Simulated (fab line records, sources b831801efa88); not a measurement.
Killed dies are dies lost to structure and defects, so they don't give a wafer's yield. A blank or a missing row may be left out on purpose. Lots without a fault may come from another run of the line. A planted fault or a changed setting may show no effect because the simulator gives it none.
Which tool did it? | flow gf180mcu | 7 lots, 21 wafers sampled, at 3 steps of a route of 602

WHAT THE GAUGES READ, wafer by wafer
GF_SAB_CD_MEAS_09: target cd 420 nm.
lot  | measured     | on        | cd_nm (nm)
L192 | day 15 17:17 | cd_sem-02 | 417.9 418.8 420.4
L194 | day 16 03:29 | cd_sem-02 | 421.3 418.1 419.1
L201 | day 19 01:05 | cd_sem-01 | 421.5 322.0 419.0
L203 | day 19 17:23 | cd_sem-02 | 322.0 322.0 418.1
L210 | day 21 23:17 | cd_sem-02 | 425.8 422.8 423.1
L212 | day 22 13:50 | cd_sem-02 | 421.6 420.6 423.9
L214 | day 23 03:50 | cd_sem-02 | 416.0 415.8 416.5

WHICH TOOL RAN EACH LOT (tool, then ch and the chambers of the sampled wafers, then the start)
lot  | GF_SAB_CVD_00                   | GF_SAB_EXPOSE_06
L192 | pecvd-03 ch 0,2, day 14 19:56   | iline_stepper-01 ch 0, day 15 06:35
L194 | pecvd-03 ch 0,1,2, day 15 05:38 | iline_stepper-02 ch 0, day 15 16:58
L201 | pecvd-03 ch 0,1,2, day 18 01:51 | iline_stepper-01 ch 0, day 18 13:39
L203 | pecvd-04 ch 0,2, day 18 16:53   | iline_stepper-01 ch 0, day 19 04:31
L210 | pecvd-03 ch 0,1,2, day 20 23:32 | iline_stepper-02 ch 0, day 21 10:56
L212 | pecvd-04 ch 0,1,2, day 21 15:17 | iline_stepper-01 ch 0, day 22 03:02
L214 | pecvd-03 ch 1,2, day 22 04:22   | iline_stepper-02 ch 0, day 22 16:14
- GF_SAB_CVD_00: deposits SiO2 from TEOS, target thk 50 nm, time 4.9302 s.
- GF_SAB_EXPOSE_06: exposes mask SAB, target cd 420 nm.

THE ANSWER, worked out from the rows above alone
Rule: what is usual is taken from the lots themselves. Put in order of their means at a reading, lots are off if they are a third of the lots or fewer, leave a main group of 4 or more, and stand apart from it by a gap of 3 or more times the standard deviation of the main group's means; of several such gaps the widest counts. A main group whose means are all the same, to the digits that the tables above print for the reading, isn't used. A lot without any number at a reading at which 4 lots or more have one is off too. The other lots that the step has rows for count as sound.
Off: L201, L203, at GF_SAB_CD_MEAS_09 (cd_nm). The main group: mean 420.1 nm, standard deviation 2.7.
A tool fits if, at a process step before that reading, it ran every lot that is off, and no sound lot after the first of them. The gauges at GF_SAB_CD_MEAS_09 are tried like those tools. None of those tried fits.

WHAT THE SIMULATOR HAD PUT IN
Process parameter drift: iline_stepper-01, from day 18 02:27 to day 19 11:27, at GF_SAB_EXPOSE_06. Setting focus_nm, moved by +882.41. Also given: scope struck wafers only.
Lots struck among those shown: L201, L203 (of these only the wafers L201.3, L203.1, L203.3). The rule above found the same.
